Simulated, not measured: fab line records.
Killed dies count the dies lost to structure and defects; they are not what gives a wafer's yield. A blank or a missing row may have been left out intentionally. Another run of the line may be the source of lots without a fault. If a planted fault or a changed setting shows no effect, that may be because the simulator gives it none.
fab line records | flow sky130
record: lots: 12 wafers: 35 last-day: 50
route steps=708 shown VT_ADJUST_HVTP@94 LDD_LDN@301 SD_P@330 CONTACT@423
lots untouched by any fault: they come from a run of this same line in which no faults occurred
start-h: hours from the record's opening day to when the first of the lot's shown wafers began | wait-h: time in hours since the lot's previous step | " as in the row above | L1.1+2: one row covering several wafers at once | - no value, or no start given | * or withheld: withheld | < > ~ a bound
route shown NAME@n: names a module that has steps shown in the file, with the first one's number in the route | usual: mean/standard deviation of fault-free wafers | same: alike in all rows | chamber/n: place in a boat | sites: each site's reading | _std_site: how widely they spread, as a standard deviation | _edge_site: outer sites' mean less inner sites' | radius-mm: how far each site lies from the wafer's centre | mask NAME#n: copy n | behind: tool/chamber where the wafer was last shaped | hold: cause of the lot's hold/its duration in hours/its outcome | device: which transistor (n, p or np) failed to switch | end of line: the same wafers' tests at the end of the route | where a step has no rows: the recipe by itself | killed: dies lost to structure and defects at the first sort, not the wafer's yield | map: a wafer's dies, marking killed ones x, the rest . and places with no die _
set.NAME: setting as actually run; set.NAME@STEP: the setting as run at that earlier step | model.NAME: the simulator's own value behind a step, which no gauge read
a sample of lots followed through the steps of the route, with each step as a table and each wafer as a row
services: the hour from which a tool's chamber was out of use, counted from the record's first day as start-h (under 0 if before that day), plus the number of hours and why
== steps ==
step: SKY_VT_ADJUST_HVTP_IMPLANT_09
recipe: species: As energy-kev: 150 dose-cm2: 4.3e+12 tilt-deg: withheld
usual: beam-on-s: 9.99/0.2 faraday-current-uA: 24.3/0.48
columns lot.wafer tool chamber start-h wait-h beam-on-s faraday-current-uA
L294.2 implanter-02 0 118.16 0.0 9.95 24.4
L294.3 " 0 " " 10.07 24.1
L294.5 " 0 " " 10.30 23.5
L295.1 implanter-01 0 126.45 0.0 10.14 23.9
L295.4 " 0 " " 9.83 24.7
L295.6 " 0 " " 9.73 24.9
L296.1 implanter-01 0 130.70 0.0 10.06 24.1
L296.2 " 0 " " 9.84 24.6
L296.3 " 0 " " 10.00 24.1
L297.3 implanter-02 0 144.82 0.1 9.75 24.9
L297.5 " 0 " " 9.86 24.5
L297.6 " 0 " " 9.99 24.2
L299.1 implanter-01 0 156.58 0.0 10.97 22.2
L299.3 " 0 " " 10.07 24.1
L301.3 implanter-04 0 166.85 0.1 9.83 24.6
L301.4 " 0 " " 10.12 23.9
L301.5 " 0 " " 9.59 25.2
L308.3 implanter-02 0 209.02 0.1 10.07 24.0
L308.4 " 0 " " 10.04 24.2
L308.6 " 0 " " 9.94 24.4
L311.1 implanter-04 0 230.73 0.0 9.69 25.1
L311.4 " 0 " " 9.94 24.4
L311.6 " 0 " " 9.84 24.6
L312.1 implanter-01 0 234.05 0.0 10.01 24.1
L312.2 " 0 " " 9.80 24.8
L312.3 " 0 " " 9.78 24.8
L313.2 implanter-04 0 247.51 0.0 9.79 24.8
L313.4 " 0 " " 9.99 24.2
L313.5 " 0 " " 10.05 24.2
L315.1 implanter-02 0 258.83 0.0 10.14 23.9
L315.3 " 0 " " 9.83 24.6
L315.4 " 0 " " 9.98 24.2
L317.2 implanter-01 0 268.68 0.0 10.21 23.9
L317.5 " 0 " " 10.10 24.0
L317.6 " 0 " " 9.86 24.5
step: SKY_VT_ADJUST_HVTP_TW_MEAS_11
usual: VT_ADJUST_HVTP_TW: 1355/9.3
columns lot.wafer tool chamber start-h wait-h VT_ADJUST_HVTP_TW
L294.2 film-metro-02 - 118.39 0.1 1365
L294.3 " - " " 1356
L294.5 " - " " 1350
L295.1 film-metro-03 - 126.70 0.1 1359
L295.4 " - " " 1367
L295.6 " - " " 1361
L296.1 film-metro-01 - 130.95 0.1 1341
L296.2 " - " " 1344
L296.3 " - " " 1351
L297.3 film-metro-02 - 145.04 0.1 1368
L297.5 " - " " 1363
L297.6 " - " " 1358
L299.1 film-metro-02 - 156.83 0.1 1400
L299.3 " - " " 1363
L301.3 film-metro-01 - 167.07 0.1 1346
L301.4 " - " " 1358
L301.5 " - " " 1357
L308.3 film-metro-02 - 209.24 0.1 1375
L308.4 " - " " 1366
L308.6 " - " " 1374
L311.1 film-metro-02 - 230.98 0.1 1365
L311.4 " - " " 1357
L311.6 " - " " 1358
L312.1 film-metro-01 - 234.30 0.1 1344
L312.2 " - " " 1340
L312.3 " - " " 1351
L313.2 film-metro-02 - 247.74 0.1 1369
L313.4 " - " " 1359
L313.5 " - " " 1368
L315.1 film-metro-01 - 259.08 0.1 1351
L315.3 " - " " 1356
L315.4 " - " " 1349
L317.2 film-metro-01 - 268.91 0.1 1349
L317.5 " - " " 1343
L317.6 " - " " 1350
step: SKY_LDD_LDN_STRIP_12
recipe: chemistry: O2/N2 power-w: 1400 pressure-mtorr: 1500 platen-temp-c: withheld o2-flow-sccm: 3000 n2-flow-sccm: 300 overash-fraction: 0.5
usual: drypump-motor-current-A: 5.6/0.62 oes-product-au: 0.716/0.0044 strip-time-to-endpoint-s: 14.19/0.036
columns lot.wafer tool chamber start-h wait-h drypump-motor-current-A oes-product-au rf-hours-counter-h strip-time-to-endpoint-s
L294.2 plasma-asher-01 0 510.61 0.1 5.2 0.716 65 14.20
L294.3 " 0 " " 5.1 0.711 - 14.25
L294.5 " 0 " " 5.2 0.719 - 14.23
L295.1 plasma-asher-03 0 536.07 0.1 4.8 0.707 9 14.17
L295.4 " 1 " " 5.9 0.711 - 14.18
L295.6 " 0 " " 4.8 0.714 - 14.22
L296.1 plasma-asher-01 0 536.43 0.1 5.2 0.714 67 14.15
L296.2 " 1 " " 6.3 0.708 67 14.17
L296.3 " 0 " " 5.2 0.713 - 14.19
L297.3 plasma-asher-01 1 564.29 0.1 6.3 0.717 - 14.18
L297.5 " 1 " " 6.3 0.711 - 14.19
L297.6 " 0 " " 5.2 0.718 - 14.19
L301.3 plasma-asher-03 1 589.80 0.1 5.8 0.716 - 14.18
L301.4 " 0 " " 4.8 0.720 - 14.19
L301.5 " 0 " " 4.8 0.721 - 14.21
L299.1 plasma-asher-01 0 589.98 0.1 5.2 0.714 73 14.20
L299.3 " 1 " " 6.3 0.718 - 14.20
L308.3 plasma-asher-01 1 645.52 0.1 6.3 0.716 - 14.20
L308.4 " 0 " " 5.1 0.721 - 14.20
L308.6 " 0 " " 5.2 0.725 - 14.19
L311.1 plasma-asher-04 1 670.78 0.1 6.2 0.722 59 14.17
L311.4 " 0 " " 4.8 0.720 - 14.21
L311.6 " 0 " " 4.9 0.715 - 14.18
L312.1 plasma-asher-04 1 673.32 0.1 6.2 0.712 59 14.21
L312.2 " 0 " " 4.8 0.715 59 14.21
L312.3 " 0 " " 4.8 0.720 - 14.24
L313.2 plasma-asher-04 1 690.71 0.1 6.2 0.714 61 14.14
L313.4 " 0 " " 4.9 0.714 - 14.19
L313.5 " 0 " " 4.9 0.710 - 14.13
L315.1 plasma-asher-04 1 704.26 0.1 6.2 0.728 62 14.14
L315.3 " 0 " " 4.8 0.720 - 14.15
L315.4 " 1 " " 6.2 0.717 - 14.14
L317.2 plasma-asher-01 1 713.72 0.1 6.3 0.717 85 14.09
L317.5 " 1 " " 6.3 0.717 - 14.11
L317.6 " 0 " " 5.1 0.714 - 14.14
step: SKY_SD_P_STRIP_10
recipe: chemistry: O2/N2 power-w: 1400 pressure-mtorr: 1500 platen-temp-c: withheld o2-flow-sccm: 3000 n2-flow-sccm: 300 overash-fraction: 0.5
usual: drypump-motor-current-A: 5.6/0.53 oes-product-au: 0.617/0.0044 strip-time-to-endpoint-s: 17.50/0.033
columns lot.wafer tool chamber start-h wait-h drypump-motor-current-A oes-product-au rf-hours-counter-h strip-time-to-endpoint-s
L294.2 plasma-asher-02 1 575.46 0.1 5.8 0.614 89 17.48
L294.3 " 1 " " 5.8 0.623 - 17.45
L294.5 " 1 " " 5.8 0.604 - 17.46
L295.1 plasma-asher-03 1 598.13 0.1 5.8 0.622 16 17.52
L295.4 " 0 " " 4.8 0.620 - 17.48
L295.6 " 0 " " 4.8 0.617 - 17.52
L296.1 plasma-asher-02 1 598.43 0.1 5.8 0.616 91 17.57
L296.2 " 0 " " 6.0 0.623 91 17.52
L296.3 " 0 " " 6.0 0.616 - 17.53
L297.3 plasma-asher-02 0 624.05 0.1 6.0 0.611 - 17.55
L297.5 " 0 " " 6.0 0.622 - 17.53
L297.6 " 1 " " 5.8 0.618 - 17.54
L301.3 plasma-asher-04 0 650.31 0.1 4.8 0.612 - 17.46
L301.4 " 1 " " 6.2 0.619 - 17.49
L301.5 " 1 " " 6.2 0.624 - 17.46
L299.1 plasma-asher-03 1 650.61 0.1 5.9 0.614 21 17.47
L299.3 " 0 " " 4.8 0.616 - 17.45
L308.3 plasma-asher-02 1 703.66 0.1 5.8 0.611 - 17.50
L308.4 " 0 " " 6.0 0.614 - 17.51
L308.6 " 1 " " 5.8 0.614 - 17.50
L311.1 plasma-asher-02 0 728.41 0.1 6.0 0.615 103 17.48
L311.4 " 0 " " 6.0 0.615 - 17.50
L311.6 " 1 " " 5.8 0.612 - 17.56
L312.1 plasma-asher-04 0 731.23 0.1 4.9 0.612 65 17.52
L312.2 " 1 " " 6.2 0.621 65 17.54
L312.3 " 0 " " 4.8 0.624 - 17.51
L313.2 plasma-asher-03 1 747.88 0.1 5.8 0.615 31 17.43
L313.4 " 1 " " 5.8 0.620 - 17.47
L313.5 " 1 " " 5.8 0.625 - 17.46
L315.1 plasma-asher-03 0 759.00 0.1 4.8 0.626 32 17.49
L315.3 " 0 " " 4.8 0.619 - 17.49
L315.4 " 1 " " 5.8 0.621 - 17.49
L317.2 plasma-asher-02 1 770.73 0.1 5.8 0.619 3 17.48
L317.5 " 0 " " 6.0 0.620 - 17.47
L317.6 " 1 " " 5.8 0.621 - 17.44
step: SKY_CONTACT_ETCH_17
recipe: target: SiO2 chemistry: C4F8/O2/Ar stop-on: Si3N4 mask-material: KrF-thick source-w: 1500 bias-w: 1200 pressure-mtorr: 40 c4f8-flow-sccm: withheld O2_flow_sccm: 6 Ar_flow_sccm: 300 time-s: withheld target-depth-a: 3400
usual: oes-product-au: 0.891/0.0051
columns lot.wafer tool chamber start-h wait-h oes-product-au
L294.2 rie-diel-01 2 724.54 0.0 0.889
L294.3 " 3 " " 0.896
L294.5 " 1 " " 0.895
L295.1 rie-diel-04 3 744.61 0.0 0.889
L295.4 " 0 " " 0.903
L295.6 " 0 " " 0.891
L296.1 rie-diel-03 0 745.66 0.0 0.900
L296.2 " 2 " " 0.894
L296.3 " 1 " " 0.898
L297.3 rie-diel-04 0 769.03 0.0 0.896
L297.5 " 0 " " 0.892
L297.6 " 3 " " 0.888
L301.3 rie-diel-03 0 792.43 0.0 0.897
L301.4 " 3 " " 0.890
L301.5 " 3 " " 0.899
L299.1 rie-diel-01 0 794.18 0.0 0.892
L299.3 " 2 " " 0.897
L308.3 rie-diel-04 0 841.88 0.0 0.885
L308.4 " 1 " " 0.889
L308.6 " 2 " " 0.890
L311.1 rie-diel-03 2 865.94 0.0 0.886
L311.4 " 1 " " 0.890
L311.6 " 3 " " 0.884
L312.1 rie-diel-03 3 867.78 0.0 0.890
L312.2 " 2 " " 0.892
L312.3 " 1 " " 0.892
L313.2 rie-diel-03 0 885.21 0.0 0.897
L313.4 " 1 " " 0.891
L313.5 " 0 " " 0.890
L315.1 rie-diel-01 0 895.69 0.0 0.888
L315.3 " 3 " " 0.888
L315.4 " 1 " " 0.879
L317.2 rie-diel-01 0 906.44 0.0 0.891
L317.5 " 0 " " 0.880
L317.6 " 3 " " 0.883
== services ==
columns tool chamber start-h hours kind
plasma-asher-01 - 98.83 3.3 repair
plasma-asher-04 - 108.75 9.0 pm
plasma-asher-02 - 142.00 11.0 repair
plasma-asher-04 - 147.76 0.4 repair
plasma-asher-01 - 178.91 0.8 repair
plasma-asher-01 - 191.17 1.7 repair
plasma-asher-02 - 207.31 0.4 repair
plasma-asher-01 - 210.35 4.4 repair
plasma-asher-04 - 233.67 2.2 repair
plasma-asher-02 - 235.32 1.4 repair
plasma-asher-02 - 245.57 2.8 pm
plasma-asher-01 - 366.47 4.3 pm
plasma-asher-01 - 374.77 24.6 pm
plasma-asher-01 - 399.42 15.6 pm
plasma-asher-03 - 402.37 28.1 pm
plasma-asher-02 - 416.96 1.8 repair
plasma-asher-03 - 430.47 9.0 pm
plasma-asher-02 - 431.94 6.0 repair
plasma-asher-03 - 475.91 0.8 repair
plasma-asher-02 - 586.94 1.7 repair
plasma-asher-02 - 715.90 0.7 repair
plasma-asher-02 - 733.75 9.0 pm
plasma-asher-01 - 768.38 1.8 repair
plasma-asher-01 - 833.81 2.8 pm
== key ==
first-sign: step: SKY_VT_ADJUST_HVTP_IMPLANT_09 reading: beam-on-s direction: up sigmas: 4.9 usual: 9.99 struck: 10.97
effect: step: SKY_VT_ADJUST_HVTP_IMPLANT_09 reading: faraday-current-uA direction: down sigmas: 4.4 usual: 24.3 struck: 22.2
effect: step: SKY_VT_ADJUST_HVTP_TW_MEAS_11 reading: VT_ADJUST_HVTP_TW direction: up sigmas: 4.8 usual: 1355 struck: 1400
met-at SKY_VT_ADJUST_HVTP_IMPLANT_09
struck-lots L299
struck-wafers L299.1
tester-left-out L299
not-acting-at SKY_LDD_LDN_STRIP_12,SKY_SD_P_STRIP_10,SKY_CONTACT_ETCH_17
onset-between 130.70 156.58
fault: kind: process-parameter-drift tool: implanter-01 chamber: - onset-h: 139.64 steps: SKY_VT_ADJUST_HVTP_IMPLANT_09 channel: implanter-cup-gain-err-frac offset: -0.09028 shape: step end-h: 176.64 scope: struck-wafers-only
tester-left-out: of these lots the tester's yield and bins aren't shown, on N5 and GAA mostly nor the transistor test; their killed dies are dies lost to structure and defects alone, not to doping, threshold or leakage, so they don't give the yield
